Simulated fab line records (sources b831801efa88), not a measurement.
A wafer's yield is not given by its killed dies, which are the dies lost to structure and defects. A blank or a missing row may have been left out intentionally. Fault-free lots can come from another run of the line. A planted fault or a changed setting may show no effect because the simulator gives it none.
The same fault as seen by 2 desks ; flow sky130 ; only its own numbers are on each desk; what lay behind them is given at the end

FROM THE METROLOGY DESK
Means of the sampled wafers that have a number, per lot and without regard to the tool the lot ran on: this is what the gauges read. Any lot whose mean is over 4 standard deviations away from the usual mean is out of limits and marked OUT; that distance is given in the brackets.
Columns: A = cdNm at SKY_POLY_CUT_CD_MEAS_08, usual 270.1 nm; B = POLY_CUT_OVL at SKY_POLY_CUT_OVL_MEAS_09, usual 4 nm; C = RES_XHIGH_RS at SKY_SD_N_RS_MEAS_18, usual 333.2 ohm/sq; D = LI_CONTACT_HDPCVD_THK at SKY_LI_CONTACT_THK_MEAS_01, usual 936 nm
lot;first seen here;A;B;C;D
L478;day 24 06:05;269.2;5;333.4;951
L480;day 24 23:16;268.8;-1;332.1;951
L482;day 26 03:28;268.9;6;330.9;943
L483;day 26 04:17;268.5;1;333.7;940
L485;day 27 05:12;269.9;6;332.9;1182 (+27) OUT
L487;day 27 17:55;269.5;10;334.0;1187 (+27) OUT
L493;day 29 23:26;270.4;5;333.9;925
L494;day 30 17:49;270.8;5;333.2;933
L496;day 30 19:19;270.7;5;334.7;938
L497;day 30 21:09;272.9;6;332.7;931
L499;day 31 18:49;270.6;1;331.6;945
L501;day 32 02:34;268.4;-2;332.6;934
This desk's result: L485, L487 out of limits, first on L485 (LI_CONTACT_HDPCVD_THK at SKY_LI_CONTACT_THK_MEAS_01), day 30 19:35. Within limits: L478, L480, L482, L483, L493, L494, L496, L497, L499, L501.

DESK OF THE TOOL OWNER: hdpcvd-01
The tool's own readings at SKY_LI_CONTACT_HDPCVD_00 (deposits PSG, target thk 930 nm, time 155 s): means of the sampled wafers that have a number, for each lot that ran on this tool. Any lot whose mean is over 4 standard deviations away from the usual mean is out of limits and marked OUT; that distance is given in the brackets.
Columns: A = runLengthS at SKY_LI_CONTACT_HDPCVD_00, usual 182.7 s; B = susceptorTempC at SKY_LI_CONTACT_HDPCVD_00, usual 599.99 C
lot;first seen here;A;B
L478;day 27 21:58;183.1;599.97
L480;day 28 15:01;182.5;600.02
L482;day 29 17:38;182.6;599.80
L483;day 29 19:20;182.8;599.92
L485;day 30 19:29;223.1 (+92) OUT;600.00
L487;day 31 08:18;223.1 (+92) OUT;600.14
L494;day 34 06:22;183.0;599.99
L499;day 35 06:11;183.0;599.93
L501;day 35 12:33;182.6;599.72
This desk finds L485, L487 out of limits, L485 being first, at day 30 19:29 (runLengthS at SKY_LI_CONTACT_HDPCVD_00). Within limits: L478, L480, L482, L483, L494, L499, L501.

TAKEN TOGETHER
The tool owner's desk could have raised an alarm at day 30 19:29, on L485, L487.
L485, L487 would have let the metrology desk raise an alarm at day 30 19:35.
All the named lots went through SKY_LI_CONTACT_HDPCVD_00 on hdpcvd-01.

WHAT THE SIMULATOR HAD INSERTED
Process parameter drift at SKY_LI_CONTACT_HDPCVD_00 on hdpcvd-01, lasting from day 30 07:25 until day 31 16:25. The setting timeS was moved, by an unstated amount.
Lots struck among those shown: L485, L487.
Hours from the fault's start to each desk's first reading out of limits: the tool owner's desk, 12; the metrology desk, 12.
